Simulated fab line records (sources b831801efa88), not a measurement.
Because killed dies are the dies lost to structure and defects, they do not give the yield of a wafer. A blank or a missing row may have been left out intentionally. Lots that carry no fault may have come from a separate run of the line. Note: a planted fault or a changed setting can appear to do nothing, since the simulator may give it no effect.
Chamber matching | flow gf180mcu | 4 sister chambers for GF_V5_CMP_04 on cmp-01
The step polishes SiO2. 4 wafers are shown with their chamber, then 8 later ones without.

## WAFERS PAIRED WITH THEIR CHAMBERS
wafer  | chamber | motor_current_A (A)
L364.2 | 2       | 12.6
L373.5 | 1       | 12.9
L373.6 | 0       | 11.5
L383.2 | 3       | 10.9

## WAFERS WITH NO CHAMBER GIVEN
wafer  | motor_current_A (A)
L383.3 | 12.3
L383.6 | 12.4
L385.2 | 10.6
L385.3 | 11.3
L385.6 | 12.8
L384.4 | 12.5
L384.5 | 10.5
L384.6 | 11.0

## THE CHAMBER EACH PASSED THROUGH
wafer  | from the rows above     | in truth
L383.3 | can't be placed: 2 or 1 | 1
L383.6 | can't be placed: 2 or 1 | 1
L385.2 | 3                       | 3
L385.3 | can't be placed: 0 or 3 | 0
L385.6 | can't be placed: 1 or 2 | 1
L384.4 | can't be placed: 2 or 1 | 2
L384.5 | 3                       | 3
L384.6 | can't be placed: 3 or 0 | 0
Correct placement for 2 of the 8. Cannot be placed on the basis of these rows: 6; the candidates contain the true chamber in 6. Wrongly placed: 0.
How it was worked out, from the rows above alone: a wafer's distance from a chamber is the root of the sum, over the readings, of the square of ((its reading less the chamber's mean) divided by the reading's scatter). If the next closest chamber is less than 2 further off than the closest, the wafer can't be placed; otherwise it belongs to the closest. A chamber's mean is the mean of its shown wafers. The scatter: root of mean squared gap, hidden wafer to nearest shown wafer, with one shown wafer a chamber.
